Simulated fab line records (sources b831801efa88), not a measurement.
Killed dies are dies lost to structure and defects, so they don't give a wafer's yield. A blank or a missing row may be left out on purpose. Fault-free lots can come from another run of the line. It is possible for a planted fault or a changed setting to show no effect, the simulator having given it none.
Which tool did it?	flow sky130	Sampling: 6 lots, 18 wafers, 2 of 708 route steps

WHAT THE GAUGES SHOWED, per wafer
SKY_LDD_HVN_OVL_MEAS_07.
lot	measured	on	LDD_HVN_OVL (nm)
L457	day 21 02:18	overlay-02	0.5 2.0 -2.2
L460	day 22 06:55	overlay-02	2.1 1.7 1.2
L463	day 23 05:09	overlay-01	59.0 56.3 58.0
L465	day 23 19:28	overlay-01	58.9 58.9 58.4
L473	day 26 11:33	overlay-02	4.0 3.9 1.9
L477	day 28 01:21	overlay-01	2.5 3.1 5.1

EACH LOT AND THE TOOL THAT RAN IT (in order: tool; ch and the chambers of the sampled wafers; start)
lot	SKY_LDD_HVN_EXPOSE_04
L457	iline stepper-02 ch 0, day 20 11:25
L460	iline stepper-02 ch 0, day 21 15:37
L463	iline stepper-01 ch 0, day 22 13:47
L465	iline stepper-01 ch 0, day 23 04:52
L473	iline stepper-02 ch 0, day 25 21:01
L477	iline stepper-02 ch 0, day 27 10:57
- SKY_LDD_HVN_EXPOSE_04: exposes mask HVNTM, target cd 700 nm.

THE ANSWER, worked out from the rows above alone
Rule: what is usual is taken from the lots themselves. Put in order of their means at a reading, lots are off if they are a third of the lots or fewer, leave a main group of 4 or more, and stand apart from it by a gap of 3 or more times the standard deviation of the main group's means; of several such gaps the widest counts. A main group whose means are all the same, to the digits that the tables above print for the reading, isn't used. A lot without any number at a reading at which 4 lots or more have one is off too. Any other lot the step has rows for is counted as sound.
Off: L463, L465, at SKY_LDD_HVN_OVL_MEAS_07 (LDD_HVN_OVL). Mean 2.1 nm and standard deviation 1.4 in the main group.
A tool fits if, at a process step before that reading, it ran every lot that is off, and no sound lot after the first of them. Gauges at SKY_LDD_HVN_OVL_MEAS_07: tried the same way as those tools. One fits: SKY_LDD_HVN_EXPOSE_04 on iline stepper-01. It ran no sound lot before its first lot that is off in this sample, so the start can't be narrowed down.

WHAT THE SIMULATOR PUT IN
Scanner matching overlay: iline stepper-01, from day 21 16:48 on, at SKY_LDD_HVN_EXPOSE_04. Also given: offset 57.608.
Struck lots among those shown: L463, L465. This agrees with what the rule above found.
